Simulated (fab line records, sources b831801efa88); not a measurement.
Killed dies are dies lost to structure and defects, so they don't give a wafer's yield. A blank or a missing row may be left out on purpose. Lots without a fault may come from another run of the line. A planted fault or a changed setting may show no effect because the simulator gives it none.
fab line records | flow sky130 | part 1 of 2: steps 1 to 28 of 40
record lots=5 wafers=15 last_day=50
route steps=708 shown LDD_HVP@278 LDD_LDN@289 SPACER@304 POLY_CUT@307
lots that met no fault: from a run of the same line without faults
start_h: hours from the record's first day to the start of the lot's first wafer shown | wait_h: hours since the lot's step before | " the same as in the row above | L1.1+2: a row that stands for several wafers | - no value, or no start given | * or withheld: withheld | < > ~ a bound
route shown NAME@n: a module of which the file shows steps, and the number in the route of the first | usual: mean/standard deviation of fault-free wafers | same: alike in all rows | chamber/n: place in a boat | sites: the reading at each site | _std_site: their standard deviation | _edge_site: outer sites' mean less inner sites' | radius_mm: how far each site lies from the wafer's centre | mask NAME#n: copy n | behind: the tool/chamber that last shaped the wafer | hold: why the lot was held/for how many hours/how that ended | device: the transistor (n, p or np) that didn't switch | end of line: the same wafers' tests at the end of the route | a step without rows: its recipe alone | killed: dies lost to structure and defects at the first sort, not the wafer's yield | map: a wafer's dies, x killed, . not, _ none there
set.NAME: the setting as run; set.NAME@STEP: as run at that earlier step | model.NAME: the simulator's own value behind a step, which no gauge read
lots at some steps of the route; a table a step, a row a wafer
services: from which hour (start_h, from the record's first day; less than 0 if before it) a tool's chamber was out of use, for how many hours, and why
## steps
# step SKY_LDD_HVP_DEHYDRATE_00
# recipe temp_c=200 time_s=60
# same time_s=60
# columns lot.wafer tool chamber start_h wait_h
L074.3+5+6 litho_track-02 0 490.72 13.6
L078.2+3+6 litho_track-02 0 512.84 15.2
L087.1+3+4 litho_track-01 0 623.58 14.0
L088.3+4+5 litho_track-01 0 629.23 14.2
L097.2+3+6 litho_track-02 0 675.09 13.2
# step SKY_LDD_HVP_HMDS_01
# recipe prime_time_s=60 prime_temp_c=120
# columns lot.wafer tool chamber start_h wait_h
L074.3+5+6 litho_track-02 0 490.87 0.1
L078.2+3+6 litho_track-02 0 512.99 0.1
L087.1+3+4 litho_track-01 0 623.73 0.1
L088.3+4+5 litho_track-01 0 629.38 0.1
L097.2+3+6 litho_track-02 0 675.24 0.1
# step SKY_LDD_HVP_COAT_02
# recipe resist=NOVOLAK spin_rpm=3000 resist_thk_nm=300
# columns lot.wafer tool chamber start_h wait_h
L074.3+5+6 litho_track-02 0 491.02 0.1
L078.2+3+6 litho_track-02 0 513.14 0.1
L087.1+3+4 litho_track-01 0 623.88 0.1
L088.3+4+5 litho_track-01 0 629.53 0.1
L097.2+3+6 litho_track-02 0 675.39 0.1
# step SKY_LDD_HVP_SOFTBAKE_03
# recipe temp_c=90 time_s=60 resist=NOVOLAK
# same time_s=60
# columns lot.wafer tool chamber start_h wait_h
L074.3+5+6 litho_track-02 0 491.17 0.1
L078.2+3+6 litho_track-02 0 513.29 0.1
L087.1+3+4 litho_track-01 0 624.03 0.1
L088.3+4+5 litho_track-01 0 629.68 0.1
L097.2+3+6 litho_track-02 0 675.54 0.1
# step SKY_LDD_HVP_EXPOSE_04
# recipe mask_id=HVPTM na=0.6 source_shape=conventional sigma_outer=0.6 polarization=unpolarized target_cd_nm=700 dose_mj=86
# columns lot.wafer tool chamber start_h wait_h mask
L074.3+5+6 iline_stepper-02 0 - - HVPTM#0
L078.2+3+6 iline_stepper-02 0 - - HVPTM#0
L087.1+3+4 iline_stepper-01 0 - - HVPTM#0
L088.3+4+5 iline_stepper-01 0 - - HVPTM#0
L097.2+3+6 iline_stepper-02 0 - - HVPTM#0
# step SKY_LDD_HVP_PEB_05
# recipe temp_c=withheld time_s=* resist=NOVOLAK
# same time_s=*
# columns lot.wafer tool chamber start_h wait_h
L074.3+5+6 litho_track-01 0 - -
L078.2+3+6 litho_track-01 0 - -
L087.1+3+4 litho_track-03 0 - -
L088.3+4+5 litho_track-01 0 - -
L097.2+3+6 litho_track-02 0 - -
# step SKY_LDD_HVP_DEVELOP_06
# recipe resist=NOVOLAK developer=TMAH develop_time_s=60 dev_temp_c=23
# columns lot.wafer tool chamber start_h wait_h
L074.3+5+6 litho_track-01 0 507.58 0.1
L078.2+3+6 litho_track-01 0 528.21 0.1
L087.1+3+4 litho_track-03 0 638.56 0.1
L088.3+4+5 litho_track-01 0 643.88 0.1
L097.2+3+6 litho_track-02 0 690.34 0.1
# step SKY_LDD_HVP_OVL_MEAS_07
# usual LDD_HVP_OVL=1.5/1.6
# columns lot.wafer tool chamber start_h wait_h LDD_HVP_OVL[nm]
L074.3 overlay-01 - 507.69 0.1 0.9
L074.5 " - " " 1.6
L074.6 " - " " 0.6
L078.2 overlay-02 - 528.34 0.1 1.8
L078.3 " - " " 2.5
L078.6 " - " " 4.2
L087.1 overlay-01 - 638.71 0.1 -1.9
L087.3 " - " " -2.3
L087.4 " - " " -1.4
L088.3 overlay-01 - 643.99 0.1 -0.6
L088.4 " - " " -2.1
L088.5 " - " " -0.2
L097.2 overlay-02 - 690.47 0.1 2.1
L097.3 " - " " 1.6
L097.6 " - " " 2.3
# step SKY_LDD_HVP_IMPLANT_08
# recipe species=B energy_kev=20 dose_cm2=1.7e+13 tilt_deg=17.9
# usual dose_ions_cm2=1.6998e+13/2e+10
# columns lot.wafer tool chamber start_h wait_h dose_ions_cm2
L074.3 implanter-04 0 507.77 0.1 1.7004e+13
L074.5 " 0 " " 1.6998e+13
L074.6 " 0 " " 1.7013e+13
L078.2 implanter-04 0 528.39 0.0 1.6999e+13
L078.3 " 0 " " 1.701e+13
L078.6 " 0 " " 1.6984e+13
L087.1 implanter-03 0 638.74 0.0 1.6997e+13
L087.3 " 0 " " 1.7041e+13
L087.4 " 0 " " 1.6997e+13
L088.3 implanter-02 0 644.07 0.1 1.7033e+13
L088.4 " 0 " " 1.7002e+13
L088.5 " 0 " " 1.7037e+13
L097.2 implanter-04 0 690.53 0.0 1.7013e+13
L097.3 " 0 " " 1.7034e+13
L097.6 " 0 " " 1.7009e+13
# step SKY_LDD_HVP_STRIP_09
# recipe chemistry=O2/N2 power_w=1400 pressure_mtorr=1500 platen_temp_c=withheld o2_flow_sccm=3000 n2_flow_sccm=300 overash_fraction=0.5
# usual chamber_pressure_mTorr=1499.9/1.4 drypump_motor_current_A=5.5/0.47 n2_flow_sccm=300.1/0.85 o2_flow_sccm=2998/8.8 oes_product_au=0.409/0.0043 strip_time_to_endpoint_s=4.139/0.012
# columns lot.wafer tool chamber start_h wait_h chamber_pressure_mTorr drypump_motor_current_A n2_flow_sccm o2_flow_sccm oes_product_au rf_hours_counter_h strip_time_to_endpoint_s
L074.3 plasma_asher-01 0 507.90 0.1 1498.2 4.9 300.5 3010 0.409 - 4.135
L074.5 " 0 " " 1500.0 5.0 299.6 3006 0.405 - 4.155
L074.6 " 1 " " 1501.6 5.7 298.2 3009 0.409 - 4.151
L078.2 plasma_asher-01 0 528.52 0.1 1498.3 4.9 299.8 2974 0.403 43 4.119
L078.3 " 0 " " 1500.2 4.9 301.4 2981 0.405 - 4.122
L078.6 " 1 " " 1498.1 5.7 300.8 2997 0.414 - 4.154
L087.1 plasma_asher-01 0 638.89 0.1 1498.6 4.9 299.2 3003 0.402 54 4.129
L087.3 " 1 " " 1500.5 5.7 301.4 2995 0.413 - 4.155
L087.4 " 0 " " 1499.6 5.0 299.6 2994 0.410 - 4.133
L088.3 plasma_asher-03 0 644.20 0.1 1498.1 5.3 301.1 3002 0.410 - 4.153
L088.4 " 1 " " 1502.9 6.2 299.9 2992 0.409 - 4.145
L088.5 " 0 " " 1497.5 5.3 301.9 2994 0.408 - 4.160
L097.2 plasma_asher-03 1 690.65 0.1 1499.9 6.2 299.8 2986 0.407 25 4.154
L097.3 " 1 " " 1499.9 6.2 299.7 2993 0.412 - 4.149
L097.6 " 1 " " 1498.0 6.2 300.1 2990 0.409 - 4.143
# step SKY_LDD_HVP_TW_MEAS_10
# usual LDD_HVP_TW=453.4/2.3
# columns lot.wafer tool chamber start_h wait_h LDD_HVP_TW
L074.3 film_metro-03 - 507.99 0.1 453.2
L074.5 " - " " 451.6
L074.6 " - " " 453.2
L078.2 film_metro-04 - 528.63 0.1 454.8
L078.3 " - " " 453.0
L078.6 " - " " 455.5
L087.1 film_metro-03 - 638.99 0.1 451.1
L087.3 " - " " 451.0
L087.4 " - " " 452.1
L088.3 film_metro-02 - 644.29 0.1 454.2
L088.4 " - " " 453.9
L088.5 " - " " 453.9
L097.2 film_metro-03 - 690.76 0.1 447.5
L097.3 " - " " 448.4
L097.6 " - " " 450.1
# step SKY_LDD_LDN_DEHYDRATE_00
# recipe temp_c=200 time_s=60
# same time_s=60
# columns lot.wafer tool chamber start_h wait_h
L074.3+5+6 litho_track-03 0 522.01 14.0
L078.2+3+6 litho_track-01 0 543.21 14.6
L087.1+3+4 litho_track-01 0 652.28 13.3
L088.3+4+5 litho_track-01 0 657.83 13.5
L097.2+3+6 litho_track-04 0 704.02 13.2
# step SKY_LDD_LDN_HMDS_01
# recipe prime_time_s=60 prime_temp_c=120
# columns lot.wafer tool chamber start_h wait_h
L074.3+5+6 litho_track-03 0 522.16 0.1
L078.2+3+6 litho_track-01 0 543.36 0.1
L087.1+3+4 litho_track-01 0 652.43 0.1
L088.3+4+5 litho_track-01 0 657.98 0.1
L097.2+3+6 litho_track-04 0 704.17 0.1
# step SKY_LDD_LDN_COAT_02
# recipe resist=NOVOLAK spin_rpm=3000 resist_thk_nm=1140
# columns lot.wafer tool chamber start_h wait_h
L074.3+5+6 litho_track-03 0 522.31 0.1
L078.2+3+6 litho_track-01 0 543.51 0.1
L087.1+3+4 litho_track-01 0 652.58 0.1
L088.3+4+5 litho_track-01 0 658.13 0.1
L097.2+3+6 litho_track-04 0 704.32 0.1
# step SKY_LDD_LDN_SOFTBAKE_03
# recipe temp_c=90 time_s=60 resist=NOVOLAK
# same time_s=60
# columns lot.wafer tool chamber start_h wait_h
L074.3+5+6 litho_track-03 0 522.46 0.1
L078.2+3+6 litho_track-01 0 543.66 0.1
L087.1+3+4 litho_track-01 0 652.73 0.1
L088.3+4+5 litho_track-01 0 658.28 0.1
L097.2+3+6 litho_track-04 0 704.47 0.1
# step SKY_LDD_LDN_EXPOSE_04
# recipe mask_id=LDNTM na=0.6 source_shape=conventional sigma_outer=0.6 polarization=unpolarized target_cd_nm=700 dose_mj=140
# columns lot.wafer tool chamber start_h wait_h mask
L074.3+5+6 iline_stepper-02 0 - - LDNTM#0
L078.2+3+6 iline_stepper-02 0 - - LDNTM#0
L087.1+3+4 iline_stepper-01 0 - - LDNTM#0
L088.3+4+5 iline_stepper-02 0 - - LDNTM#0
L097.2+3+6 iline_stepper-01 0 - - LDNTM#0
# step SKY_LDD_LDN_PEB_05
# recipe temp_c=withheld time_s=* resist=NOVOLAK
# same time_s=*
# columns lot.wafer tool chamber start_h wait_h
L074.3+5+6 litho_track-01 0 - -
L078.2+3+6 litho_track-01 0 - -
L087.1+3+4 litho_track-03 0 - -
L088.3+4+5 litho_track-04 0 - -
L097.2+3+6 litho_track-03 0 - -
# step SKY_LDD_LDN_DEVELOP_06
# recipe resist=NOVOLAK developer=TMAH develop_time_s=60 dev_temp_c=23
# columns lot.wafer tool chamber start_h wait_h
L074.3+5+6 litho_track-01 0 537.88 0.1
L078.2+3+6 litho_track-01 0 558.31 0.1
L087.1+3+4 litho_track-03 0 666.31 0.1
L088.3+4+5 litho_track-04 0 672.29 0.1
L097.2+3+6 litho_track-03 0 718.58 0.1
# step SKY_LDD_LDN_OVL_MEAS_07
# usual LDD_LDN_OVL=1.0/1.4
# columns lot.wafer tool chamber start_h wait_h LDD_LDN_OVL[nm]
L074.3 overlay-02 - 537.99 0.1 3.0
L074.5 " - " " 1.3
L074.6 " - " " -0.5
L078.2 overlay-02 - 558.44 0.1 -0.3
L078.3 " - " " -2.2
L078.6 " - " " 0.4
L087.1 overlay-02 - 666.46 0.1 0.0
L087.3 " - " " 2.4
L087.4 " - " " 1.6
L088.3 overlay-01 - 672.41 0.1 1.1
L088.4 " - " " -0.5
L088.5 " - " " -0.8
L097.2 overlay-01 - 718.71 0.1 0.6
L097.3 " - " " 1.0
L097.6 " - " " 1.1
# step SKY_LDD_LDN_IMPLANT_08
# recipe species=As energy_kev=15 dose_cm2=1.25e+13 tilt_deg=withheld rotation_deg=23
# usual dose_ions_cm2=1.2501e+13/1.2e+10
# columns lot.wafer tool chamber start_h wait_h dose_ions_cm2
L074.3 implanter-03 0 538.07 0.1 1.2517e+13
L074.5 " 0 " " 1.2508e+13
L074.6 " 0 " " 1.2515e+13
L078.2 implanter-03 0 558.49 0.0 1.2505e+13
L078.3 " 0 " " 1.2518e+13
L078.6 " 0 " " 1.2514e+13
L087.1 implanter-01 0 666.49 0.0 1.2491e+13
L087.3 " 0 " " 1.2504e+13
L087.4 " 0 " " 1.2511e+13
L088.3 implanter-02 0 672.48 0.1 1.2478e+13
L088.4 " 0 " " 1.2483e+13
L088.5 " 0 " " 1.2491e+13
L097.2 implanter-01 0 718.77 0.0 1.2498e+13
L097.3 " 0 " " 1.2493e+13
L097.6 " 0 " " 1.2498e+13
# step SKY_LDD_LDN_IMPLANT_09
# recipe species=As energy_kev=15 dose_cm2=1.25e+13 tilt_deg=withheld rotation_deg=113
# usual dose_ions_cm2=1.2499e+13/1.6e+10
# columns lot.wafer tool chamber start_h wait_h dose_ions_cm2
L074.3 implanter-03 0 538.22 0.1 1.2504e+13
L074.5 " 0 " " 1.25e+13
L074.6 " 0 " " 1.2475e+13
L078.2 implanter-03 0 558.64 0.1 1.253e+13
L078.3 " 0 " " 1.2506e+13
L078.6 " 0 " " 1.25e+13
L087.1 implanter-01 0 666.64 0.1 1.2476e+13
L087.3 " 0 " " 1.2463e+13
L087.4 " 0 " " 1.248e+13
L088.3 implanter-02 0 672.63 0.1 1.2504e+13
L088.4 " 0 " " 1.2503e+13
L088.5 " 0 " " 1.2499e+13
L097.2 implanter-01 0 718.92 0.1 1.251e+13
L097.3 " 0 " " 1.2483e+13
L097.6 " 0 " " 1.2498e+13
# step SKY_LDD_LDN_IMPLANT_10
# recipe species=As energy_kev=15 dose_cm2=1.25e+13 tilt_deg=withheld rotation_deg=203
# usual dose_ions_cm2=1.2499e+13/1.4e+10
# columns lot.wafer tool chamber start_h wait_h dose_ions_cm2
L074.3 implanter-03 0 538.37 0.1 1.2509e+13
L074.5 " 0 " " 1.2503e+13
L074.6 " 0 " " 1.2502e+13
L078.2 implanter-03 0 558.79 0.1 1.2508e+13
L078.3 " 0 " " 1.2486e+13
L078.6 " 0 " " 1.2483e+13
L087.1 implanter-01 0 666.79 0.1 1.2516e+13
L087.3 " 0 " " 1.2515e+13
L087.4 " 0 " " 1.2521e+13
L088.3 implanter-02 0 672.78 0.1 1.2489e+13
L088.4 " 0 " " 1.2493e+13
L088.5 " 0 " " 1.2516e+13
L097.2 implanter-01 0 719.07 0.1 1.2477e+13
L097.3 " 0 " " 1.2462e+13
L097.6 " 0 " " 1.2474e+13
# step SKY_LDD_LDN_IMPLANT_11
# recipe species=As energy_kev=15 dose_cm2=1.25e+13 tilt_deg=withheld rotation_deg=293
# usual dose_ions_cm2=1.25e+13/1.3e+10
# columns lot.wafer tool chamber start_h wait_h dose_ions_cm2
L074.3 implanter-03 0 538.52 0.1 1.2515e+13
L074.5 " 0 " " 1.2505e+13
L074.6 " 0 " " 1.2508e+13
L078.2 implanter-03 0 558.94 0.1 1.2492e+13
L078.3 " 0 " " 1.2508e+13
L078.6 " 0 " " 1.249e+13
L087.1 implanter-01 0 666.94 0.1 1.2529e+13
L087.3 " 0 " " 1.2495e+13
L087.4 " 0 " " 1.2528e+13
L088.3 implanter-02 0 672.93 0.1 1.2491e+13
L088.4 " 0 " " 1.2507e+13
L088.5 " 0 " " 1.2484e+13
L097.2 implanter-01 0 719.22 0.1 1.2506e+13
L097.3 " 0 " " 1.2509e+13
L097.6 " 0 " " 1.2515e+13
# step SKY_LDD_LDN_STRIP_12
# recipe chemistry=O2/N2 power_w=1400 pressure_mtorr=1500 platen_temp_c=withheld o2_flow_sccm=3000 n2_flow_sccm=300 overash_fraction=0.5
# usual chamber_pressure_mTorr=1500.0/1.4 drypump_motor_current_A=5.5/0.41 n2_flow_sccm=299.9/0.93 o2_flow_sccm=3000/9.7 oes_product_au=0.716/0.0042 strip_time_to_endpoint_s=14.20/0.035
# columns lot.wafer tool chamber start_h wait_h chamber_pressure_mTorr drypump_motor_current_A n2_flow_sccm o2_flow_sccm oes_product_au rf_hours_counter_h strip_time_to_endpoint_s
L074.3 plasma_asher-01 0 538.65 0.1 1499.6 4.9 300.3 3004 0.720 - 14.20
L074.5 " 0 " " 1501.3 4.9 300.8 3010 0.713 - 14.23
L074.6 " 1 " " 1498.8 5.7 298.8 3008 0.721 - 14.22
L078.2 plasma_asher-04 1 559.07 0.1 1497.5 5.2 299.8 2988 0.720 82 14.21
L078.3 " 1 " " 1499.7 5.2 300.0 3004 0.722 - 14.20
L078.6 " 0 " " 1502.8 5.8 300.2 2992 0.718 - 14.19
L087.1 plasma_asher-01 1 667.09 0.1 1500.5 5.7 298.2 3015 0.717 57 14.15
L087.3 " 1 " " 1503.5 5.7 298.6 3009 0.719 - 14.18
L087.4 " 0 " " 1499.7 4.9 300.4 2994 0.708 - 14.19
L088.3 plasma_asher-04 0 673.06 0.1 1498.6 5.7 299.2 3012 0.717 - 14.17
L088.4 " 1 " " 1499.1 5.2 300.8 3003 0.714 - 14.22
L088.5 " 0 " " 1502.5 5.7 300.0 3010 0.719 - 14.21
L097.2 plasma_asher-04 0 719.34 0.1 1499.0 5.7 299.0 3001 0.708 98 14.24
L097.3 " 1 " " 1502.5 5.2 298.4 3008 0.711 - 14.24
L097.6 " 0 " " 1498.9 5.8 300.5 2992 0.720 - 14.22
# step SKY_LDD_LDN_TW_MEAS_13
# usual LDD_LDN_TW=1469/10
# columns lot.wafer tool chamber start_h wait_h LDD_LDN_TW
L074.3 film_metro-01 - 538.74 0.1 1470
L074.5 " - " " 1481
L074.6 " - " " 1472
L078.2 film_metro-04 - 559.18 0.1 1472
L078.3 " - " " 1472
L078.6 " - " " 1478
L087.1 film_metro-04 - 667.19 0.1 1468
L087.3 " - " " 1468
L087.4 " - " " 1471
L088.3 film_metro-01 - 673.15 0.1 1485
L088.4 " - " " 1477
L088.5 " - " " 1487
L097.2 film_metro-04 - 719.45 0.1 1460
L097.3 " - " " 1465
L097.6 " - " " 1466
# step SKY_LDD_LDN_CLEAN_14
# recipe chemistry=SC1/SC2 mix=1:4:20 temp_c=70 time_s=150 dry=n2_spin
# usual bath_guard_temp_C=70.0/0.56
# same time_s=150
# columns lot.wafer tool chamber start_h wait_h bath_guard_temp_C
L074.3 wet_bench-04 2 538.78 0.0 69.6
L074.5 " 2 " " 69.7
L074.6 " 2 " " 69.7
L078.2 wet_bench-04 1 559.23 0.0 70.6
L078.3 " 1 " " 70.1
L078.6 " 1 " " 70.5
L087.1 wet_bench-03 2 667.25 0.1 70.3
L087.3 " 2 " " 70.3
L087.4 " 2 " " 69.9
L088.3 wet_bench-03 0 673.19 0.0 70.6
L088.4 " 0 " " 70.1
L088.5 " 0 " " 69.9
L097.2 wet_bench-03 1 719.50 0.0 69.0
L097.3 " 1 " " 68.8
L097.6 " 1 " " 69.1
# step SKY_SPACER_CVD_00
# recipe material=Si3N4 precursor=DCS/NH3 target_thk_nm=43.1 temp_c=770 time_s=740 pressure_mtorr=250
# usual spike_tc_bottom_C=786.8/1.2 zone_power_centre_pct=12.7/0.67 zone_power_top_pct=28.2/0.65
# same time_s=740
# columns lot.wafer tool chamber start_h wait_h spike_tc_bottom_C zone_power_centre_pct zone_power_top_pct
L074.3 lpcvd-02 0 540.27 1.4 788.0 13.4 27.7
L074.5 " 0 " " 787.8 13.2 27.7
L074.6 " 0 " " 787.9 13.2 27.7
L078.2 lpcvd-02 0 559.28 0.0 786.6 13.4 27.8
L078.3 " 0 " " 786.5 13.5 27.5
L078.6 " 0 " " 786.8 13.5 27.7
L087.1 lpcvd-02 1 668.80 1.5 788.9 12.0 28.3
L087.3 " 1 " " 785.0 12.1 28.5
L087.4 " 1 " " 786.1 11.7 28.6
L088.3 lpcvd-02 1 673.24 0.0 785.3 12.1 28.7
L088.4 " 1 " " 786.8 12.0 29.4
L088.5 " 1 " " 785.4 12.0 29.0
L097.2 lpcvd-02 0 719.55 0.0 786.2 13.4 27.6
L097.3 " 0 " " 786.0 13.4 27.2
L097.6 " 0 " " 788.9 13.5 27.4
# step SKY_SPACER_THK_MEAS_01
# recipe reads=Si3N4_of_SPACER_CVD_00
# usual SPACER_CVD_00_THK=43.1/0.46
# columns lot.wafer tool chamber start_h wait_h SPACER_CVD_00_THK[nm]
L074.3 film_metro-01 - 541.49 0.0 43.3
L074.5 " - " " 43.3
L074.6 " - " " 43.1
L078.2 film_metro-01 - 560.49 0.0 42.9
L078.3 " - " " 43.2
L078.6 " - " " 43.0
L087.1 film_metro-01 - 670.00 0.0 43.2
L087.3 " - " " 43.3
L087.4 " - " " 43.1
L088.3 film_metro-02 - 674.47 0.0 43.8
L088.4 " - " " 43.9
L088.5 " - " " 43.8
L097.2 film_metro-04 - 720.77 0.0 43.0
L097.3 " - " " 42.9
L097.6 " - " " 43.1
